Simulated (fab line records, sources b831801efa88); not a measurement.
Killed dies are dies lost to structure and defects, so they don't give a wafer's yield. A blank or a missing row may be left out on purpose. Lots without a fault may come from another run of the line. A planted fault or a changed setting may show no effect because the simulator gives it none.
A struck lot beside a sound one | flow sky130 | 16 steps out of a route of 708
Sound: wafers L183.1, L183.4, L183.5. Struck: wafers L189.1, L189.4, L189.5. The cause comes at the end.
At each step with rows: each side's tool, then ch and its chambers, then its first start. Under that, the readings that differ: sound wafers | struck wafers | difference of the means | sigmas: that difference in standard deviations of wafers without a fault.
alike: readings whose means differ by less than 2 such deviations, and words and numbers that are the same on both sides. not compared: withheld readings, readings that some wafer has no value for, bounds like >300 that may hide the same value, and numbers for which the record gives no deviation and whose values overlap.
The two part at a step that has a row with sigmas, a row that says differs or no value, or rows on one side only. Numbers that don't overlap but have no deviation are shown without sigmas and don't part them. A reading that every wafer of one side lacks parts them only if that side has two wafers or more.

first, 6 steps without rows for these wafers: SKY_METAL5_HMDS_08 (prime time 60 s); SKY_METAL5_COAT_09 (resist thk 1800 nm); SKY_METAL5_SOFTBAKE_10 (time 60 s); SKY_METAL5_EXPOSE_11 (exposes mask MM5, target cd 1600 nm); SKY_METAL5_PEB_12; SKY_METAL5_DEVELOP_13 (develop time 60 s).
SKY_METAL5_DESCUM_14: chemistry O2, time 11 s.
  sound on rie_metal-03 ch 0, day 43 21:47; struck on rie_metal-02 ch 0,1, day 45 16:08
  alike: drypump_motor_current_A, he_backside_leak_sccm, oes_product_au, rf_fwd_power_W
  not compared: rf_hours_counter_h
SKY_METAL5_METAL_ETCH_15: etches the open film in Cl2/BCl3, stops on SiO2, target depth 1260 nm, time 252 s.
  sound on rie_metal-03 ch 0, day 43 21:52; struck on rie_metal-02 ch 0,1, day 45 16:11
  reading                      | sound          | struck         | difference | sigmas
  he_backside_leak_sccm (sccm) | 3.27 3.50 3.44 | 2.93 5.75 3.24 | +0.57      | +2
  alike: drypump_motor_current_A, oes_product_au, rf_fwd_power_W, throttle_valve_pct
  not compared: rf_hours_counter_h
SKY_METAL5_STRIP_16: strips in O2/N2.
  sound on plasma_asher-03 ch 0,1, day 43 22:20; struck on plasma_asher-01 ch 0,1, day 45 16:25
  alike: drypump_motor_current_A, n2_flow_sccm, oes_product_au, strip_time_to_endpoint_s
  not compared: rf_hours_counter_h
then, 3 steps without rows for these wafers: SKY_METAL5_STRIP_17 (strips in post etch residue remover, time 1200 s); SKY_METAL5_CLEAN_18 (cleans in IPA, time 180 s); SKY_METAL5_CLEAN_19 (cleans in O3/DIW).
SKY_PASSIVATION_CVD_00: deposits SiO2, target thk 90 nm.
  sound on pecvd-02 ch 0,2, day 43 22:55; struck on pecvd-04 ch 0,1,2, day 45 17:25
  reading                                      | sound            | struck            | difference | sigmas
  heater_power_w (W)                           | 1031 840 1067    | 588 635 492       | -408       | -3
  rf_fwd_power_W (W)                           | 582 587 585      | 690 683 680       | +100       | +29
  model.SiO2_of_PASSIVATION_CVD_00.thk_nm (nm) | 89.4 90.38 90.51 | 91.43 93.94 95.54 | +3.54      |
SKY_PASSIVATION_THK_MEAS_01:
  sound on film_metro-03, day 43 22:56; struck on film_metro-01, day 45 17:26
  reading                     | sound          | struck         | difference | sigmas
  PASSIVATION_CVD_00_THK (nm) | 89.2 90.4 90.6 | 91.3 93.9 95.5 | +3.5       | +2
SKY_PASSIVATION_CVD_02: deposits Si3N4, target thk 540 nm.
  sound on pecvd-03 ch 0,1,2, day 43 23:00; struck on pecvd-03 ch 1,2, day 45 17:30
  alike: heater_power_w, rf_fwd_power_W
SKY_PAD_OPEN_PROBE_99:
  sound on prober-01, day 45 20:31; struck on prober-01, day 47 12:09
  alike: defect_limited_yield, killed_at_M0_to_M3, killed_at_M4_up, killed_at_contacts, killed_at_front_end, killed_at_other, killed_dies, killed_open, killed_short, sort_bin_3_pad_short, sort_bin_5_function, sort_bin_6_memory, sort_bin_8_speed, sort_n_pass, sort_yield_pct

WHERE THEY PART
First at SKY_METAL5_METAL_ETCH_15; last, within this record, at SKY_PASSIVATION_THK_MEAS_01. Later steps at which nothing parts them and some readings are alike: SKY_PASSIVATION_CVD_02, SKY_PAD_OPEN_PROBE_99.

WHY: what the simulator had put in
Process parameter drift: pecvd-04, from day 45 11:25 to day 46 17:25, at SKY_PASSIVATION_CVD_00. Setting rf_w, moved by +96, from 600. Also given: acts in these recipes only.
